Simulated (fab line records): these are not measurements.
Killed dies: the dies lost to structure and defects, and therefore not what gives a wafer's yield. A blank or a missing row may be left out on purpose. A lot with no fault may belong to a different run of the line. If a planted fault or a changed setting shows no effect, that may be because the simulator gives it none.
2 desks, one fault -- flow sfq-line -- what lay behind the numbers comes last; until then each desk has only its own

FROM THE METROLOGY DESK
What the gauges read, lot by lot, whatever tool the lot ran on: means of the sampled wafers that have a number. A lot is out of limits, marked OUT, if its mean lies more than 4 standard deviations from the usual mean; the brackets give that distance.
Columns: A = R5_MONX_RS at SFQ_R5_RS_MEAS_933, usual 7.05 ohm/sq; B = R5_MONX_THK at SFQ_R5_THK_MEAS_934, usual 39.4 nm; C = R5_OVL at SFQ_R5_OVL_MEAS_935, usual 0 nm
lot,first seen here,A,B,C
L461,day 58 11:13,6.97,39.9,2
L463,day 58 17:58,7.13,39.0,-0
L467,day 62 13:31,7.01,40.0,6
L477,day 65 06:01,6.96,39.7,3
L478,day 65 16:18,6.97,39.5,2
L479,day 66 00:14,7.03,39.3,4
Result from this desk: across the 6 lots, nothing is out of limits.

THE TOOL OWNER'S DESK: rie-metal-04
The tool's own readings at SFQ_TRILAYER_R5_BARC_OPEN_METAL_ETCH_177 (etches BARC in O2, target depth 125 nm, time 41.7 s): means of the sampled wafers that have a number, for each lot that ran on this tool. A lot is out of limits, marked OUT, if its mean lies more than 4 standard deviations from the usual mean; the brackets give that distance.
Columns: A = drypump-motor-current-A at SFQ_TRILAYER_R5_BARC_OPEN_METAL_ETCH_177, usual 5.6 A; B = he-backside-leak-sccm at SFQ_TRILAYER_R5_BARC_OPEN_METAL_ETCH_177, usual 3.46 sccm; C = oes-product-au at SFQ_TRILAYER_R5_BARC_OPEN_METAL_ETCH_177, usual 0.685 a.u.; D = run-length-s at SFQ_TRILAYER_R5_BARC_OPEN_METAL_ETCH_177, usual 69.5 s
lot,first seen here,A,B,C,D
L467,day 67 03:40,5.3,3.48,0.684,69.4
L477,day 69 22:52,5.8,3.35,0.625 (-12) OUT,78.5 (+24) OUT
L478,day 70 03:40,5.8,3.27,0.651 (-6.9) OUT,73.8 (+11) OUT
This desk finds L477, L478 out of limits, L477 being first, at day 69 22:52 (oes-product-au at SFQ_TRILAYER_R5_BARC_OPEN_METAL_ETCH_177). L467 stayed within limits.

BROUGHT TOGETHER
The tool owner's desk had the chance to raise an alarm at day 69 22:52 on L477, L478.
From the metrology desk's view, nothing was out of limits.
The metrology desk holds a record of L477, L478, inside its limits.
SFQ_TRILAYER_R5_BARC_OPEN_METAL_ETCH_177 was run on rie-metal-04 by each of the lots named.

WHAT HAD BEEN PUT IN BY THE SIMULATOR
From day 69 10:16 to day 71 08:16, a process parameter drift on rie-metal-04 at SFQ_TRILAYER_R5_BARC_OPEN_METAL_ETCH_177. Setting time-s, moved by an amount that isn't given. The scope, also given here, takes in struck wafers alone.
Struck lots among those shown: L477, L478.
Each desk's first reading out of limits, in hours after the fault started: the tool owner's desk, 13.
